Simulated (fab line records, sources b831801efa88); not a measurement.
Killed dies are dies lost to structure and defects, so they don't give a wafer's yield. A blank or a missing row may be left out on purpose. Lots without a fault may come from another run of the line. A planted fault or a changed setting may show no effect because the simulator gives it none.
Split-lot experiment | flow gf180mcu | 5 lots, 23 wafers read, on a route of 602 steps

THE SPLIT
At GF_V4_SPUTTER_21 (material Ti, target thk 15 nm, time 80.02 s), the setting time_s was moved away from the recipe's 80.02 s on 8 of the 23 wafers read, by -10.2% to +11.5%. The other wafers ran this setting at the recipe's value.

The reading is taken at the split's own step.

THE READING
Ti_of_V4_SPUTTER_21.thk_nm (the simulator's own value, which no gauge read), in nm, at GF_V4_SPUTTER_21 (material Ti, target thk 15 nm, time 80.02 s). The file gives no usual value for it. The 15 wafers here that ran the recipe average 15.01 nm, standard deviation 0.23 nm.

wafer  | tool, chamber at the split | time_s as run, s | against the recipe | Ti_of_V4_SPUTTER_21.thk_nm, nm | against lot-mates on the recipe
L074.1 | pvd_sputter-03, -          | 87.28            | +9.1%              | 16.33                          | +1.25
L074.2 | pvd_sputter-03, -          | 80.02            | recipe             | 15.28                          | -
L074.3 | pvd_sputter-03, -          | 80.02            | recipe             | 14.88                          | -
L074.4 | pvd_sputter-03, -          | 87.28            | +9.1%              | 16.36                          | +1.28
L074.5 | pvd_sputter-03, -          | 80.02            | recipe             | 15.08                          | -
L075.2 | pvd_sputter-01, -          | 80.02            | recipe             | 14.63                          | -
L075.3 | pvd_sputter-01, -          | 75.12            | -6.1%              | 13.59                          | -1.08
L075.4 | pvd_sputter-01, -          | 80.02            | recipe             | 14.7                           | -
L075.5 | pvd_sputter-01, -          | 75.12            | -6.1%              | 13.72                          | -0.95
L075.6 | pvd_sputter-01, -          | 80.02            | recipe             | 14.68                          | -
L082.1 | pvd_sputter-03, -          | 89.24            | +11.5%             | 16.95                          | +1.64
L082.2 | pvd_sputter-03, -          | 80.02            | recipe             | 15.36                          | -
L082.3 | pvd_sputter-03, -          | 80.02            | recipe             | 15.39                          | -
L082.4 | pvd_sputter-03, -          | 89.24            | +11.5%             | 17.08                          | +1.77
L082.5 | pvd_sputter-03, -          | 80.02            | recipe             | 15.19                          | -
L084.1 | pvd_sputter-03, -          | 80.02            | recipe             | 15.02                          | -
L084.6 | pvd_sputter-03, -          | 80.02            | recipe             | 15.02                          | -
L084.2 | pvd_sputter-03, -          | 80.02            | recipe             | 15.09                          | -
L084.4 | pvd_sputter-03, -          | 71.82            | -10.2%             | 13.62                          | -1.42
L084.5 | pvd_sputter-03, -          | 71.82            | -10.2%             | 13.71                          | -1.33
L085.1 | pvd_sputter-02, -          | 80.02            | recipe             | 15.01                          | -
L085.3 | pvd_sputter-02, -          | 80.02            | recipe             | 14.96                          | -
L085.5 | pvd_sputter-02, -          | 80.02            | recipe             | 14.91                          | -

THE FIT
A straight line over all 23 wafers: Ti_of_V4_SPUTTER_21.thk_nm changes by +0.16 nm for each +1% of time_s; r = +0.97; the points scatter about the line by 0.25 nm.
The same after taking each lot's own level away (the mean of its wafers on the recipe; 23 wafers): +0.144 nm for each +1%; r = +0.99; scatter 0.097 nm.
On that fit, the largest move of time_s shifts the reading by 1.7 nm.
The lots' own levels span 14.670 to 15.313 nm, that is 2.9 times the standard deviation above.
So the lot-to-lot level changes the slope: the two fits differ.
Check: with one of the wafers moved furthest among these (+11.5%) left out of the fit, the line predicts +1.66 nm for it against its lot-mates. It came out at +1.64 nm against them.

OTHER SPLITS ON THESE WAFERS
These wafers also went through other splits before the reading. Each is held against what the fit with the lots' levels taken away leaves over:
other split on the same wafers  | wafers away from the commonest value | r with Ti_of_V4_SPUTTER_21.thk_nm (lot level and that fit taken away)
GF_M4_COAT_09 resist_thk_nm     | 8                                    | -0.43
GF_V4_CVD_00 sih4_flow_sccm     | 7                                    | -0.33
GF_V4_CMP_04 leave_above_ref_nm | 11                                   | +0.23
GF_V4_ETCH_16 ion_energy_ev     | 9                                    | -0.14

THE FILE'S OWN FIT
Ti_of_V4_SPUTTER_21.thk_nm changes by +0.144 nm for each +1% of time_s, r = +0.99.
